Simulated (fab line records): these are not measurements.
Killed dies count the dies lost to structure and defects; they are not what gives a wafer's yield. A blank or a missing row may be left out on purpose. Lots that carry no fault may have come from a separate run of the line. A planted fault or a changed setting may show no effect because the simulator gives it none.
fab line records + flow sky130
[record]
- lots = 7
- wafers = 21
- lastDay = 49
route steps=708 shown FIELD_ISO@19
lots untouched by any fault: they come from a run of this same line in which no faults occurred
startH: hours from the record's first day to the start of the lot's first wafer shown + waitH: hours elapsed since this lot's preceding step + " the same as in the row above + L1.1+2: a single row standing in for several wafers + - no value present, or no start provided + * or withheld: withheld + < > ~ a bound
route shown NAME@n: NAME is a module with steps in the file, n the number in the route of the first one + usual: average and standard deviation across the fault-free wafers + same: alike in all rows + chamber/n: place in a boat + sites: each site's reading + _std_site: their standard deviation + _edge_site: mean of outer sites minus mean of inner sites + radiusMm: how far each site lies from the wafer's centre + mask NAME#n: copy n + behind: the tool/chamber that last shaped the wafer + hold: why the lot was held/for how many hours/how that ended + device: the n, p or np transistor that did not switch + end of line: tests run on the same wafers once the route is complete + a step given without rows: its recipe and nothing more + killed: count of dies lost to structure and defects at first sort (not the wafer's yield) + map: per-die view of a wafer (x killed, . not killed, _ where there is no die)
set.NAME: the run value of the setting; set.NAME@STEP: its run value at that earlier step + model.NAME: the simulator's own value behind a step, which no gauge read
lots at some steps of the route; a table a step, a row a wafer
services: from which hour (startH, from the record's first day; less than 0 if before it) a tool's chamber was out of use, for how many hours, and why
[[steps]]
[step SKY_FIELD_ISO_WET_ETCH_18]
[recipe]
- chemistry = H3PO4
- targetDepthNm = 25
- tempC = 160
- target = Si3N4
- timeS = 286
[step SKY_FIELD_ISO_CLEAN_19]
[recipe]
- chemistry = SC1/SC2
- mix = 1:4:20
- tempC = 70
- timeS = 150
[step SKY_FIELD_ISO_CLEAN_20]
[recipe]
- chemistry = dHF
- timeS = 20
- dilution = 100:1
[step SKY_FIELD_ISO_WET_ETCH_21]
[recipe]
- chemistry = dHF
- dilution = 100:1
- targetDepthNm = 20
- dry = ipaMarangoni
- target = SiO2
- tempC = 25
- timeS = 400
[step SKY_FIELD_ISO_OXIDATION_22]
[recipe]
- tempC = 950
- ambient = O2
- stabiliseS = 600
- purgeS = 300
- targetThkA = 100
- oxTimeS = 623
[step SKY_FIELD_ISO_THK_MEAS_23]
[recipe]
- reads = SiO2_of_FIELD_ISO_OXIDATION_22
[usual]
- FIELD_ISO_OXIDATION_01_THK = 9.91/0.17
| lot.wafer | tool         | chamber | startH | waitH | FIELD_ISO_OXIDATION_01_THK[nm] |
|-----------|--------------|---------|--------|-------|--------------------------------|
| L708.2    | filmMetro-02 | -       | 48.15  | 0.0   | 9.63                           |
| L708.3    | "            | -       | "      | "     | 9.78                           |
| L708.4    | "            | -       | "      | "     | 9.77                           |
| L714.2    | filmMetro-01 | -       | 77.55  | 0.0   | 10.12                          |
| L714.3    | "            | -       | "      | "     | 10.11                          |
| L714.5    | "            | -       | "      | "     | 9.90                           |
| L715.4    | filmMetro-01 | -       | 85.31  | 0.0   | 10.05                          |
| L715.5    | "            | -       | "      | "     | 10.03                          |
| L715.6    | "            | -       | "      | "     | 10.08                          |
| L716.3    | filmMetro-01 | -       | 87.98  | 0.0   | 9.94                           |
| L716.4    | "            | -       | "      | "     | 9.86                           |
| L716.5    | "            | -       | "      | "     | 9.79                           |
| L723.3    | filmMetro-04 | -       | 124.07 | 0.0   | 9.87                           |
| L723.4    | "            | -       | "      | "     | 9.78                           |
| L723.5    | "            | -       | "      | "     | 9.90                           |
| L724.3    | filmMetro-02 | -       | 129.98 | 0.0   | 9.93                           |
| L724.4    | "            | -       | "      | "     | 9.89                           |
| L724.5    | "            | -       | "      | "     | 9.80                           |
| L725.3    | filmMetro-04 | -       | 135.63 | 0.0   | 9.50                           |
| L725.4    | "            | -       | "      | "     | 9.62                           |
| L725.6    | "            | -       | "      | "     | 9.53                           |
[step SKY_FIELD_ISO_CVD_24]
[recipe]
- material = SiO2
- targetThkNm = 595
- tempC = 650
- sigmaOpenFrac = 0.3
- timeS = 99.2
- sih4FlowSccm = 60
- pressureMtorr = 6
[step SKY_FIELD_ISO_THK_MEAS_25]
[recipe]
- reads = SiO2_of_FIELD_ISO_CVD_24
[usual]
- FIELD_ISO_CVD_24_THK = 593/5.8
| lot.wafer | tool         | chamber | startH | waitH | FIELD_ISO_CVD_24_THK[nm] |
|-----------|--------------|---------|--------|-------|--------------------------|
| L708.2    | filmMetro-01 | -       | 48.29  | 0.0   | 594                      |
| L708.3    | "            | -       | "      | "     | 597                      |
| L708.4    | "            | -       | "      | "     | 596                      |
| L714.2    | filmMetro-04 | -       | 77.71  | 0.1   | 596                      |
| L714.3    | "            | -       | "      | "     | 598                      |
| L714.5    | "            | -       | "      | "     | 597                      |
| L715.4    | filmMetro-04 | -       | 85.44  | 0.0   | 590                      |
| L715.5    | "            | -       | "      | "     | 594                      |
| L715.6    | "            | -       | "      | "     | 598                      |
| L716.3    | filmMetro-04 | -       | 88.12  | 0.1   | 588                      |
| L716.4    | "            | -       | "      | "     | 586                      |
| L716.5    | "            | -       | "      | "     | 598                      |
| L723.3    | filmMetro-01 | -       | 124.21 | 0.1   | 592                      |
| L723.4    | "            | -       | "      | "     | 585                      |
| L723.5    | "            | -       | "      | "     | 590                      |
| L724.3    | filmMetro-01 | -       | 130.11 | 0.1   | 588                      |
| L724.4    | "            | -       | "      | "     | 594                      |
| L724.5    | "            | -       | "      | "     | 590                      |
| L725.3    | filmMetro-02 | -       | 135.76 | 0.1   | 583                      |
| L725.4    | "            | -       | "      | "     | 591                      |
| L725.6    | "            | -       | "      | "     | 587                      |
[step SKY_FIELD_ISO_ANNEAL_26]
[recipe]
- tempC = 1000
- timeS = 1800
- ambient = N2
[step SKY_FIELD_ISO_CMP_27]
[recipe]
- stopOn = Si3N4
- tOverpolishS = 16
- downForcePsi = 4
- platenRpm = 60
- targetThkNm = 457.8
- padVelocityMS = 0.94248
[usual]
- headPressurePsi = 3.999/0.009
- motorCurrentA = 11.2/0.7
- overpolishRunS = 16.000/0.0093
- slurryFlowMlMin = 150.1/0.5
- timeToEndpointS = 109/3.8
| lot.wafer | tool   | chamber | startH | waitH | headPressurePsi | motorCurrentA | overpolishRunS | slurryFlowMlMin | timeToEndpointS |
|-----------|--------|---------|--------|-------|-----------------|---------------|----------------|-----------------|-----------------|
| L708.4    | cmp-02 | 1       | 51.04  | 0.0   | 3.995           | 12.1          | 15.984         | 150.7           | 103             |
| L708.3    | "      | 2       | "      | "     | 3.989           | 10.4          | 16.006         | 150.2           | 109             |
| L708.2    | "      | 3       | "      | "     | 4.008           | 10.2          | 16.007         | 149.5           | 110             |
| L714.2    | cmp-02 | 3       | 79.31  | 0.1   | 4.004           | 10.0          | 16.012         | 149.8           | 109             |
| L714.3    | "      | 0       | "      | "     | 4.007           | 10.7          | 15.997         | 149.6           | 111             |
| L714.5    | "      | 2       | "      | "     | 4.000           | 10.2          | 16.009         | 149.7           | 110             |
| L715.4    | cmp-01 | 2       | 87.28  | 0.1   | 4.003           | 11.2          | 15.998         | 150.4           | 107             |
| L715.5    | "      | 1       | "      | "     | 4.001           | 11.8          | 15.999         | 149.5           | 106             |
| L715.6    | "      | 2       | "      | "     | 4.007           | 11.3          | 15.999         | 149.6           | 107             |
| L716.3    | cmp-02 | 1       | 91.13  | 0.1   | 4.003           | 11.3          | 16.020         | 150.1           | 100             |
| L716.4    | "      | 2       | "      | "     | 3.996           | 10.7          | 15.994         | 149.9           | 110             |
| L716.5    | "      | 0       | "      | "     | 4.003           | 10.7          | 16.005         | 149.6           | 113             |
| L723.4    | cmp-02 | 0       | 125.75 | 0.0   | 3.992           | 10.3          | 16.008         | 150.3           | 112             |
| L723.3    | "      | 2       | "      | "     | 3.993           | 11.0          | 15.992         | 149.2           | 110             |
| L723.5    | "      | 1       | "      | "     | 3.999           | 11.6          | 15.996         | 150.4           | 103             |
| L724.3    | cmp-01 | 2       | 131.70 | 0.1   | 4.008           | 11.1          | 15.997         | 150.4           | 110             |
| L724.4    | "      | 3       | "      | "     | 3.994           | 12.0          | 16.005         | 149.5           | 112             |
| L724.5    | "      | 1       | "      | "     | 4.003           | 12.2          | 16.010         | 148.9           | 105             |
| L725.4    | cmp-02 | 0       | 137.40 | 0.1   | 3.998           | 10.9          | 16.004         | 151.1           | 111             |
| L725.3    | "      | 1       | "      | "     | 4.002           | 11.2          | 15.994         | 149.6           | 102             |
| L725.6    | "      | 2       | "      | "     | 4.018           | 10.4          | 16.013         | 151.0           | 112             |
[step SKY_FIELD_ISO_WET_ETCH_28]
[recipe]
- chemistry = dHF
- targetDepthNm = 23.7
- target = SiO2
- dilution = 10:1
- tempC = 25
- timeS = 47
[step SKY_FIELD_ISO_WET_ETCH_29]
[recipe]
- chemistry = H3PO4
- targetDepthNm = 160
- target = Si3N4
- tempC = 160
- timeS = 1825
[step SKY_FIELD_ISO_WET_ETCH_30]
[recipe]
- chemistry = dHF
- targetDepthNm = 25
- target = SiO2
- dilution = 10:1
- tempC = 25
- timeS = 50
[usual]
- bathHeatDutyPct = 6.6/0.96
- runLengthS = 79/3.4
| lot.wafer | tool        | chamber | startH | waitH | bathHeatDutyPct | runLengthS | model.SiO2_of_FIELD_ISO_CVD_24.thkNm | model.SiO2_of_FIELD_ISO_OXIDATION_01.thkNm |
|-----------|-------------|---------|--------|-------|-----------------|------------|--------------------------------------|--------------------------------------------|
| L708.2    | wetBench-04 | 2       | 51.88  | 0.0   | 6.1             | 77         | 404.3                                | 0                                          |
| L708.3    | "           | 2       | "      | "     | 6.0             | 77         | 404.2                                | 0                                          |
| L708.4    | "           | 2       | "      | "     | 6.7             | 77         | 401.4                                | 0                                          |
| L714.2    | wetBench-02 | 1       | 80.10  | 0.0   | -               | -          | 431.9                                | 11.54                                      |
| L714.3    | "           | 1       | "      | "     | -               | -          | 432.8                                | 11.65                                      |
| L714.5    | "           | 1       | "      | "     | -               | -          | 432.5                                | 11.59                                      |
| L715.4    | wetBench-02 | 2       | 88.07  | 0.0   | -               | -          | 430.4                                | 11.82                                      |
| L715.5    | "           | 2       | "      | "     | -               | -          | 429.9                                | 11.69                                      |
| L715.6    | "           | 2       | "      | "     | -               | -          | 430                                  | 11.69                                      |
| L716.3    | wetBench-02 | 2       | 91.87  | 0.0   | -               | -          | 432.9                                | 11.65                                      |
| L716.4    | "           | 2       | "      | "     | -               | -          | 434.6                                | 11.65                                      |
| L716.5    | "           | 2       | "      | "     | -               | -          | 434.4                                | 11.66                                      |
| L723.3    | wetBench-04 | 2       | 126.58 | 0.0   | 4.8             | 76         | 404.2                                | 0                                          |
| L723.4    | "           | 2       | "      | "     | 6.2             | 76         | 406.1                                | 0                                          |
| L723.5    | "           | 2       | "      | "     | 6.4             | 76         | 403.6                                | 0                                          |
| L724.3    | wetBench-02 | 1       | 132.49 | 0.0   | 6.6             | 78         | 403.4                                | 0                                          |
| L724.4    | "           | 1       | "      | "     | 6.5             | 78         | 403.7                                | 0                                          |
| L724.5    | "           | 1       | "      | "     | 6.0             | 78         | 404.1                                | 0                                          |
| L725.3    | wetBench-01 | 3       | 138.14 | 0.0   | 6.2             | 83         | 405.3                                | 0                                          |
| L725.4    | "           | 3       | "      | "     | 6.4             | 83         | 406.6                                | 0                                          |
| L725.6    | "           | 3       | "      | "     | 6.0             | 83         | 405.9                                | 0                                          |
[[services]]
| tool        | chamber | startH | hours | kind                          |
|-------------|---------|--------|-------|-------------------------------|
| wetBench-02 | -       | 32.63  | 0.5   | repair                        |
| cmp-01      | -       | 48.63  | 4.6   | pm                            |
| cmp-02      | -       | 64.00  | 4.0   | pm                            |
| cmp-02      | -       | 68.00  | -     | consumableReplace:conditioner |
| cmp-02      | -       | 68.00  | -     | consumableReplace:pad         |
| cmp-02      | -       | 89.61  | 1.0   | repair                        |
| cmp-02      | -       | 132.49 | 0.9   | repair                        |
[[key]]
[firstSign]
- step = SKY_FIELD_ISO_WET_ETCH_30
- reading = toolRecord
- direction = missing
effect none on later readings
[modelEffect]
- step = SKY_FIELD_ISO_WET_ETCH_30
- value = SiO2_of_FIELD_ISO_CVD_24.thkNm
- without = 405
- struck = 432.2
metAt SKY_FIELD_ISO_WET_ETCH_30
struckWafers L714.2,L714.3,L714.5,L715.4,L715.5,L715.6,L716.3,L716.4,L716.5
laterRowsLeftOut L714.2,L714.3,L714.5,L715.4,L715.5,L715.6,L716.3,L716.4,L716.5
sortLeftOut L714.2,L714.3,L714.5,L715.4,L715.5,L715.6,L716.3,L716.4,L716.5
testerLeftOut L714,L715,L716
[fault]
- kind = skippedStepWhole
- tool = wetBench-02
- chamber = -
- onsetH = 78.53
- steps = SKY_FIELD_ISO_WET_ETCH_30
- scope = struckLotsOnly
// testerLeftOut: of these lots the tester's yield and bins aren't shown, on N5 and GAA mostly nor the transistor test; their killed dies are dies lost to structure and defects alone, not to doping, threshold or leakage, so they don't give the yield
// sortLeftOut: the simulated sort isn't trusted on such a fault, so these wafers' sort isn't shown, and their yield isn't known
// laterRowsLeftOut: the simulator's readings of these wafers behind a module that went badly wrong aren't trusted and aren't shown, but for the sort
